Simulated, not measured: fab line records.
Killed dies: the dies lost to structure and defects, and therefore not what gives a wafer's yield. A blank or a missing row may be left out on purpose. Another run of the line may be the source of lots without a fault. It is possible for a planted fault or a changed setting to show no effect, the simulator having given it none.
fab line records	flow sky130
[record] lots = 5	wafers = 15	last-day = 50
route steps=708 shown METAL2@506 VIA2@507 PAD_OPEN@708
lots that met no fault: taken from a fault-free run of the same line
start-h: hours from the record's first day to the start of the lot's first wafer shown	wait-h: time in hours since the lot's previous step	" repeats the value in the row above	L1.1+2: several wafers, shown together as one row	- no value, or no start was given	* or withheld: withheld	< > ~ a bound
route shown NAME@n: names a module that has steps shown in the file, with the first one's number in the route	usual: the fault-free wafers' mean and standard deviation	same: alike in all rows	chamber/n: place in a boat	sites: each site's reading	_std_site: the standard deviation of these	_edge_site: the outer-site mean with the inner-site mean subtracted	radius-mm: for every site, how far away it sits from the centre of the wafer	mask NAME#n: copy n	behind: the last tool/chamber to shape the wafer	hold: cause of the lot's hold/its duration in hours/its outcome	device: names the non-switching transistor (n, p or np)	end of line: the tests these same wafers got at the end of their route	for a step that has no rows: nothing shown but its recipe	killed: the dies lost at the first sort to structure and to defects; this is not the yield of the wafer	map: a wafer's dies, marking killed ones x, the rest . and places with no die _
set.NAME: the run value of the setting; set.NAME@STEP: its run value at that earlier step	model.NAME: the simulator's own value behind a step, which no gauge read
lots at some steps of the route; a table a step, a row a wafer
services: the hour from which a tool's chamber was out of use, counted from the record's first day as start-h (under 0 if before that day), plus the number of hours and why
[[steps]]
[step SKY_METAL2_CLEAN_23]
[recipe] chemistry = O3/DIW	dry = n2-spin
[step SKY_VIA2_HDPCVD_00]
[recipe] material = SiO2	target-thk-nm = 1180	sigma-open-frac = 0.3	time-s = 196.7	temp-c = 400	sih4-flow-sccm = 60	pressure-mtorr = 6
[step SKY_VIA2_THK_MEAS_01]
[recipe] reads = SiO2_of_VIA2_HDPCVD_00
[usual] VIA2_HDPCVD_THK = 1181/9.4
lot.wafer	tool	chamber	start-h	wait-h	VIA2_HDPCVD_THK[nm]
L798.1	film-metro-01	-	843.52	0.1	1175
L798.3	"	-	"	"	1185
L798.4	"	-	"	"	1184
L807.2	film-metro-03	-	910.99	0.1	1171
L807.3	"	-	"	"	1186
L807.6	"	-	"	"	1191
L810.1	film-metro-01	-	934.51	0.1	1180
L810.3	"	-	"	"	1187
L810.5	"	-	"	"	1200
L811.1	film-metro-03	-	936.11	0.1	1192
L811.2	"	-	"	"	1194
L811.5	"	-	"	"	1181
L817.1	film-metro-01	-	983.93	0.1	1184
L817.4	"	-	"	"	1189
L817.6	"	-	"	"	1174
[step SKY_VIA2_CMP_02]
[recipe] material = SiO2	down-force-psi = 4	platen-rpm = 60	pad-velocity-m-s = 0.94248
[usual] edge-zone-pressure-frac = 1.001/0.0049	motor-current-A = 11.9/1.5	platen-rpm = 60.00/0.041
lot.wafer	tool	chamber	start-h	wait-h	edge-zone-pressure-frac	motor-current-A	platen-rpm
L798.4	cmp-01	0	843.58	0.0	1.003	9.3	60.04
L798.1	"	1	"	"	1.003	12.7	60.00
L798.3	"	3	"	"	1.001	11.1	59.91
L807.3	cmp-02	1	911.04	0.0	0.994	11.3	60.02
L807.2	"	2	"	"	0.997	11.8	60.07
L807.6	"	2	"	"	1.009	11.9	60.04
L810.3	cmp-02	2	934.71	0.2	1.002	11.8	60.00
L810.1	"	3	"	"	1.000	12.1	59.93
L810.5	"	1	"	"	1.002	11.6	60.01
L811.2	cmp-02	2	936.22	0.1	1.003	11.6	59.92
L811.1	"	0	"	"	1.002	14.6	59.98
L811.5	"	2	"	"	1.012	12.2	59.95
L817.4	cmp-02	1	984.09	0.1	1.000	11.0	60.04
L817.1	"	2	"	"	1.004	12.0	60.01
L817.6	"	3	"	"	0.990	12.1	60.01
[step SKY_VIA2_BOW_MEAS_03]
[recipe] mode = bow
[usual] VIA2_BOW = 85/7.3
lot.wafer	tool	chamber	start-h	wait-h	VIA2_BOW[um]
L798.1	film-metro-03	-	843.88	0.2	89
L798.3	"	-	"	"	86
L798.4	"	-	"	"	79
L807.2	film-metro-03	-	911.36	0.2	82
L807.3	"	-	"	"	76
L807.6	"	-	"	"	90
L810.1	film-metro-02	-	934.91	0.1	83
L810.3	"	-	"	"	96
L810.5	"	-	"	"	95
L811.1	film-metro-02	-	936.47	0.1	76
L811.2	"	-	"	"	78
L811.5	"	-	"	"	83
L817.1	film-metro-03	-	984.29	0.1	93
L817.4	"	-	"	"	101
L817.6	"	-	"	"	90
[step SKY_VIA2_DEHYDRATE_04]
[recipe] temp-c = 200	time-s = 60
[step SKY_VIA2_HMDS_05]
[recipe] prime-time-s = 60	prime-temp-c = 120
[step SKY_VIA2_COAT_06]
[recipe] resist = BARC	temp-c = withheld	time-s = withheld	spin-rpm = 3000	resist-thk-nm = 60
[step SKY_VIA2_COAT_07]
[recipe] resist = KrF-thick	spin-rpm = 3000	resist-thk-nm = 450
[step SKY_VIA2_SOFTBAKE_08]
[recipe] temp-c = 100	time-s = 90	resist = KrF-thick
[step SKY_VIA2_EXPOSE_09]
[recipe] mask-id = VIM2	na = 0.8	source-shape = annular	sigma-inner = 0.55	sigma-outer = 0.85	target-cd-nm = 200	dose-mj = 38
[step SKY_VIA2_PEB_10]
[recipe] peb-temp-c = withheld	peb-time-s = withheld	resist = KrF-thick
[step SKY_VIA2_DEVELOP_11]
[recipe] develop-time-s = 60	resist = KrF-thick	dev-temp-c = 21
lot.wafer	tool	chamber	start-h	wait-h
L798.1+3+4	litho-track-02	0	868	-
L807.2+3+6	litho-track-02	0	935	-
L810.1+3+5	litho-track-01	0	959	-
L811.1+2+5	litho-track-01	0	961	-
L817.1+4+6	litho-track-01	0	1007	-
[step SKY_VIA2_CD_MEAS_12]
[recipe] target-cd-nm = 200
[usual] cd-nm = 199.8/1.5
lot.wafer	tool	chamber	start-h	wait-h	cd-nm
L798.1	cd-sem-01	-	868.26	-	195.7
L798.3	"	-	"	"	197.7
L798.4	"	-	"	"	197.2
L807.2	cd-sem-01	-	935.53	-	199.9
L807.3	"	-	"	"	200.9
L807.6	"	-	"	"	181.4
L810.1	cd-sem-01	-	959.39	-	201.1
L810.3	"	-	"	"	200.5
L810.5	"	-	"	"	201.8
L811.1	cd-sem-01	-	961.44	-	200.2
L811.2	"	-	"	"	202.0
L811.5	"	-	"	"	201.8
L817.1	cd-sem-01	-	1007.74	-	199.0
L817.4	"	-	"	"	196.7
L817.6	"	-	"	"	197.9
[step SKY_VIA2_OVL_MEAS_13]
[usual] VIA2_OVL = -1/5
lot.wafer	tool	chamber	start-h	wait-h	VIA2_OVL[nm]
L798.1	overlay-02	-	868.38	0.1	-10
L798.3	"	-	"	"	-1
L798.4	"	-	"	"	-8
L807.2	overlay-01	-	935.64	0.1	-6
L807.3	"	-	"	"	-9
L807.6	"	-	"	"	-4
L810.1	overlay-02	-	959.51	0.1	-1
L810.3	"	-	"	"	5
L810.5	"	-	"	"	-3
L811.1	overlay-02	-	961.56	0.1	-3
L811.2	"	-	"	"	-1
L811.5	"	-	"	"	-3
L817.1	overlay-02	-	1007.86	0.1	-4
L817.4	"	-	"	"	-9
L817.6	"	-	"	"	-6
[step SKY_VIA2_ETCH_14]
[recipe] chemistry = N2/H2	target = BARC	ion-energy-ev = 200	source-w = 500	bias-w = 100	pressure-mtorr = 30	n2-flow-sccm = 100	h2-flow-sccm = 200	stop-on = SiO2	time-s = 45.9	target-depth-a = 600
[usual] drypump-motor-current-A = 6.1/0.36	oes-product-au = 0.855/0.0048	throttle-valve-pct = 13.226/0.0091
lot.wafer	tool	chamber	start-h	wait-h	drypump-motor-current-A	oes-product-au	rf-hours-counter-h	throttle-valve-pct	model.VIA2.cd-nm
L798.1	rie-diel-01	2	868.42	0.0	6.2	0.854	7	13.222	195.3
L798.3	"	1	"	"	6.4	0.854	3	13.223	197.7
L798.4	"	1	"	"	6.4	0.851	-	13.219	197.4
L807.2	rie-diel-02	1	935.67	0.0	6.2	0.856	2	13.241	200.5
L807.3	"	2	"	"	5.9	0.856	13	13.231	201.7
L807.6	"	0	"	"	5.7	0.854	-	13.226	181.3
L810.1	rie-diel-01	2	959.55	0.0	6.2	0.859	10	13.232	200.2
L810.3	"	3	"	"	6.6	0.854	5	13.220	199.9
L810.5	"	0	"	"	6.1	0.859	-	13.213	201.4
L811.1	rie-diel-01	0	961.60	0.0	6.1	0.852	8	13.223	200.6
L811.2	"	3	"	"	6.7	0.856	5	13.223	201.9
L811.5	"	3	"	"	6.6	0.866	-	13.233	202
L817.1	rie-diel-04	0	1007.90	0.0	6.0	0.851	10	13.228	198.6
L817.4	"	2	"	"	5.2	0.859	11	13.217	197
L817.6	"	1	"	"	5.8	0.855	-	13.224	198.3
[step SKY_VIA2_ETCH_15]
[recipe] target = SiO2	chemistry = C4F8/O2/Ar	target-depth-nm = 546	stop-on = TiN	mask-material = KrF-thick	source-w = 1500	bias-w = 1200	pressure-mtorr = 40	c4f8-flow-sccm = withheld	O2_flow_sccm = 6	Ar_flow_sccm = 300	time-s = 84
[usual] oes-product-au = 0.939/0.0046
lot.wafer	tool	chamber	start-h	wait-h	oes-product-au	rf-hours-counter-h	model.VIA2.cd-nm
L798.1	rie-diel-01	2	868.46	0.0	0.941	7	196.7
L798.3	"	1	"	"	0.942	3	193.9
L798.4	"	1	"	"	0.930	-	193.3
L807.2	rie-diel-02	1	935.71	0.0	0.942	2	197.8
L807.3	"	2	"	"	0.941	13	201.1
L807.6	"	0	"	"	0.935	-	181.9
L810.1	rie-diel-01	2	959.59	0.0	0.932	10	202.5
L810.3	"	3	"	"	0.942	5	200.2
L810.5	"	0	"	"	0.935	-	203
L811.1	rie-diel-01	0	961.64	0.0	0.936	8	203.1
L811.2	"	3	"	"	0.936	5	204
L811.5	"	3	"	"	0.936	-	204.6
L817.1	rie-diel-04	0	1007.94	0.0	0.945	10	198.4
L817.4	"	2	"	"	0.947	11	199.6
L817.6	"	1	"	"	0.947	-	201.1
[step SKY_VIA2_STRIP_16]
[recipe] chemistry = O2/N2	power-w = 1400	pressure-mtorr = 1500	platen-temp-c = withheld	o2-flow-sccm = 3000	n2-flow-sccm = 300	overash-fraction = 0.5
[usual] drypump-motor-current-A = 5.8/0.55	oes-product-au = 0.399/0.0051	strip-time-to-endpoint-s = 4.040/0.023
lot.wafer	tool	chamber	start-h	wait-h	drypump-motor-current-A	oes-product-au	rf-hours-counter-h	strip-time-to-endpoint-s
L798.1	plasma-asher-02	1	868.52	0.0	6.2	0.399	106	3.999
L798.3	"	0	"	"	5.9	0.404	-	4.008
L798.4	"	1	"	"	6.2	0.397	-	4.006
L807.2	plasma-asher-04	0	935.77	0.0	5.3	0.395	19	4.048
L807.3	"	0	"	"	5.3	0.393	-	4.031
L807.6	"	1	"	"	5.5	0.402	-	4.033
L810.1	plasma-asher-04	1	959.65	0.0	5.4	0.389	21	4.034
L810.3	"	1	"	"	5.5	0.400	-	4.028
L810.5	"	1	"	"	5.4	0.402	-	4.045
L811.1	plasma-asher-02	0	961.70	0.0	5.9	0.401	115	4.051
L811.2	"	1	"	"	6.2	0.406	115	4.047
L811.5	"	0	"	"	5.9	0.389	-	4.060
L817.1	plasma-asher-04	1	1008.00	0.0	5.5	0.388	26	4.074
L817.4	"	1	"	"	5.5	0.400	-	4.040
L817.6	"	1	"	"	5.5	0.403	-	4.088
[step SKY_PAD_OPEN_PROBE_99]
[usual] defect-limited-yield = 82.2/1.9	killed_at_M0_to_M3 = 45/7.3	killed_at_M4_up = 3.1/1.7	killed-at-contacts = 25/5.1	killed-at-front-end = 15/4.5	killed-at-other = 0.3/0.56	killed-dies = 88/9.4	killed-open = 47/6.6	killed-short = 40/6.9	sort_bin_3_pad_short = 0.9/0.46	sort_bin_5_function = 10.5/1.5	sort_bin_6_memory = 6.4/1.1	sort-n-pass = 404/9.4	sort-yield-pct = 82.2/1.9
[same] gross-dies = 492	killed-at-back-side = 0	sort_bin_4_leakage[%] = 0	sort_bin_8_speed[%] = 0
lot.wafer	tool	chamber	start-h	wait-h	defect-limited-yield[%]	killed_at_M0_to_M3	killed_at_M4_up	killed-at-contacts	killed-at-front-end	killed-at-other	killed-dies	killed-open	killed-short	sort_bin_3_pad_short[%]	sort_bin_5_function[%]	sort_bin_6_memory[%]	sort-n-pass	sort-yield-pct[%]	model.etest.via2-chain.rc-ohm
L798.1	prober-01	-	1092.21	0.1	81.3	46	2	27	17	0	92	54	36	0.4	11.6	6.7	400	81.3	10.13
L798.3	prober-01	-	1092.31	0.2	80.9	44	5	22	23	0	94	39	54	1.8	12.4	4.9	398	80.9	10.77
L798.4	prober-01	-	1092.36	0.2	82.1	41	1	31	14	1	88	43	45	0.6	11.4	5.9	404	82.1	10.68
L807.2	prober-01	-	1144.94	0.1	81.5	45	2	21	23	0	91	43	48	1.4	10.8	6.3	401	81.5	9.967
L807.3	prober-01	-	1144.99	0.2	82.3	41	6	23	17	0	87	44	43	0.8	12.2	4.7	405	82.3	9.947
L807.6	prober-01	-	1145.14	0.2	83.7	41	5	26	8	0	80	47	33	0.8	10.8	4.7	412	83.7	12.08
L810.1	prober-02	-	1163.61	0.1	83.9	46	2	16	15	0	79	36	43	0.8	9.1	6.1	413	83.9	9.651
L810.3	prober-02	-	1163.71	0.2	81.5	37	4	33	17	0	91	48	43	2.2	9.1	7.1	401	81.5	10
L810.5	prober-02	-	1163.81	0.2	84.1	31	4	29	14	0	78	42	36	0.8	8.7	6.3	414	84.1	10.09
L811.1	prober-01	-	1164.52	0.1	82.5	48	3	19	16	0	86	40	46	0.6	8.5	8.3	406	82.5	9.97
L811.2	prober-01	-	1164.57	0.1	80.1	58	4	22	14	0	98	46	52	1.2	11.0	7.7	394	80.1	9.814
L811.5	prober-01	-	1164.72	0.2	82.7	37	3	30	15	0	85	49	36	0.4	10.4	6.5	407	82.7	9.249
L817.1	prober-01	-	1196.66	0.1	83.3	42	3	25	11	1	82	42	40	0.8	9.3	6.5	410	83.3	10.25
L817.4	prober-01	-	1196.81	0.2	83.7	40	2	25	13	0	80	45	34	1.0	9.6	5.7	412	83.7	9.986
L817.6	prober-01	-	1196.91	0.2	81.9	46	3	26	12	2	89	41	47	0.6	11.4	6.1	403	81.9	9.931
// killed by level:class
L798.1 CONTACT:geometric-particle:open=15 VIA1:geometric-particle:open=12 LI_CONTACT:geometric-particle:open=8 METAL2:geometric-particle:short=7 METAL3:geometric-particle:short=6 POLY_GATE:geometric-particle:short=5 POLY_GATE:geometric-particle:open=5 METAL1:geometric-particle:short=5
L798.3 VIA1:geometric-particle:open=7 POLY_GATE:geometric-particle:short=6 METAL1:geometric-particle:short=6 LOCAL_INTERCONNECT:geometric-particle:short=6 CONTACT:geometric-particle:short=6 VIA2:geometric-particle:open=6 FIELD_ISO:geometric-particle:open=5 CONTACT:geometric-particle:open=5
L798.4 CONTACT:geometric-particle:open=9 VIA1:geometric-particle:open=9 METAL2:geometric-particle:short=8 VIA3:geometric-particle:open=8 CONTACT:geometric-particle:short=7 LOCAL_INTERCONNECT:geometric-particle:short=7 LI_CONTACT:geometric-particle:open=5 METAL1:geometric-particle:short=4
L807.2 VIA2:geometric-particle:open=9 CONTACT:geometric-particle:open=8 POLY_GATE:geometric-particle:short=7 FIELD_ISO:geometric-particle:short=6 VIA1:geometric-particle:short=6 METAL2:geometric-particle:short=6 VIA3:geometric-particle:open=6 VIA2:geometric-particle:short=5
L807.3 METAL1:geometric-particle:short=8 CONTACT:geometric-particle:open=7 LI_CONTACT:geometric-particle:open=7 VIA1:geometric-particle:open=7 VIA2:geometric-particle:open=5 CONTACT:geometric-particle:short=5 METAL2:geometric-particle:short=5 METAL4:geometric-particle:short=5
L807.6 CONTACT:geometric-particle:open=9 LI_CONTACT:geometric-particle:open=8 VIA1:geometric-particle:open=7 METAL2:geometric-particle:short=7 VIA2:geometric-particle:open=7 VIA3:geometric-particle:open=6 POLY_GATE:geometric-particle:short=4 LOCAL_INTERCONNECT:geometric-particle:short=4
L810.1 VIA1:geometric-particle:open=12 POLY_GATE:geometric-particle:short=9 METAL2:geometric-particle:short=8 VIA2:geometric-particle:open=6 LI_CONTACT:geometric-particle:open=4 CONTACT:geometric-particle:open=4 VIA1:geometric-particle:short=4 VIA3:geometric-particle:short=4
L810.3 LI_CONTACT:geometric-particle:open=10 CONTACT:geometric-particle:open=9 VIA1:geometric-particle:open=8 FIELD_ISO:geometric-particle:short=6 CONTACT:geometric-particle:short=6 LOCAL_INTERCONNECT:geometric-particle:short=5 VIA2:geometric-particle:open=5 POLY_GATE:geometric-particle:open=4
L810.5 CONTACT:geometric-particle:open=9 LI_CONTACT:geometric-particle:open=8 VIA1:geometric-particle:open=6 LOCAL_INTERCONNECT:geometric-particle:short=5 METAL1:geometric-particle:short=5 CONTACT:geometric-particle:short=4 FIELD_ISO:geometric-particle:short=3 POLY_GATE:geometric-particle:open=3
L811.1 METAL1:geometric-particle:short=10 LI_CONTACT:geometric-particle:open=8 VIA1:geometric-particle:open=7 VIA3:geometric-particle:open=6 VIA3:geometric-particle:short=5 METAL2:geometric-particle:short=5 FIELD_ISO:geometric-particle:short=4 POLY_GATE:geometric-particle:open=4
L811.2 VIA2:geometric-particle:open=10 METAL1:geometric-particle:short=10 VIA1:geometric-particle:open=9 LI_CONTACT:geometric-particle:open=6 CONTACT:geometric-particle:open=6 METAL3:geometric-particle:short=6 CONTACT:geometric-particle:short=5 VIA1:geometric-particle:short=5
L811.5 VIA1:geometric-particle:open=14 CONTACT:geometric-particle:short=8 CONTACT:geometric-particle:open=8 LI_CONTACT:geometric-particle:open=7 VIA2:geometric-particle:open=7 VIA2:geometric-particle:short=6 FIELD_ISO:geometric-particle:open=5 FIELD_ISO:geometric-particle:short=4
L817.1 LI_CONTACT:geometric-particle:open=10 VIA1:geometric-particle:open=9 METAL1:geometric-particle:short=8 CONTACT:geometric-particle:open=7 VIA2:geometric-particle:short=5 CONTACT:geometric-particle:short=4 VIA1:geometric-particle:short=3 VIA3:geometric-particle:open=3
L817.4 CONTACT:geometric-particle:open=12 VIA2:geometric-particle:open=9 LI_CONTACT:geometric-particle:open=9 METAL2:geometric-particle:short=6 POLY_GATE:geometric-particle:open=4 POLY_GATE:geometric-particle:short=4 VIA1:geometric-particle:short=4 METAL1:geometric-particle:short=4
L817.6 VIA1:geometric-particle:open=12 CONTACT:geometric-particle:open=11 METAL2:geometric-particle:short=9 METAL1:geometric-particle:short=5 VIA3:geometric-particle:open=5 FIELD_ISO:geometric-particle:short=4 LI_CONTACT:geometric-particle:open=4 LOCAL_INTERCONNECT:geometric-particle:short=4
[[services]]
tool	chamber	start-h	hours	kind
rie-diel-04	-	823.08	2.8	pm
plasma-asher-02	-	823.26	0.6	repair
rie-diel-04	0	828.52	2.5	repair
rie-diel-04	2	835.11	3.0	repair
rie-diel-01	3	852.59	22.6	repair
plasma-asher-02	-	872.13	4.0	repair
rie-diel-04	1	875.24	8.5	repair
plasma-asher-04	-	876.47	6.3	repair
rie-diel-01	1	882.89	10.8	repair
cmp-02	-	900.61	0.4	repair
cmp-02	-	905.78	0.4	repair
cmp-01	-	911.84	3.5	repair
cmp-01	-	915.38	4.0	pm
rie-diel-04	0	919.99	4.1	repair
cmp-01	-	923.43	2.0	repair
cmp-01	-	925.44	12.0	pm
rie-diel-04	3	932.55	7.1	repair
rie-diel-02	3	934.49	2.9	repair
rie-diel-02	-	937.63	2.8	pm
cmp-02	-	942.89	0.4	repair
rie-diel-01	1	956.09	9.2	repair
cmp-01	-	957.73	1.6	repair
cmp-01	-	959.40	9.4	pm
rie-diel-02	1	986.46	4.9	repair
[[key]]
[first-sign] step = SKY_VIA2_CD_MEAS_12	reading = cd-nm	direction = down	sigmas = 13	usual = 199.8	struck = 181.4
effect none on later readings
[model-effect] step = SKY_VIA2_ETCH_14	value = VIA2.cd-nm	without = 200.4	struck = 181.3
[model-effect] step = SKY_VIA2_ETCH_15	value = VIA2.cd-nm	without = 201	struck = 181.9
[model-effect] step = SKY_PAD_OPEN_PROBE_99	value = etest.via2-chain.rc-ohm	without = 9.965	struck = 12.08
met-at SKY_VIA2_DEVELOP_11
struck-wafers L807.6
onset-between 868 935
[fault] kind = process-parameter-drift	tool = litho-track-02	chamber = -	onset-h = 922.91	steps = SKY_VIA2_DEVELOP_11	channel = develop-time-s	offset = *	shape = step	end-h = 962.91	scope = struck-wafers-only	acts-in = *	stated = *
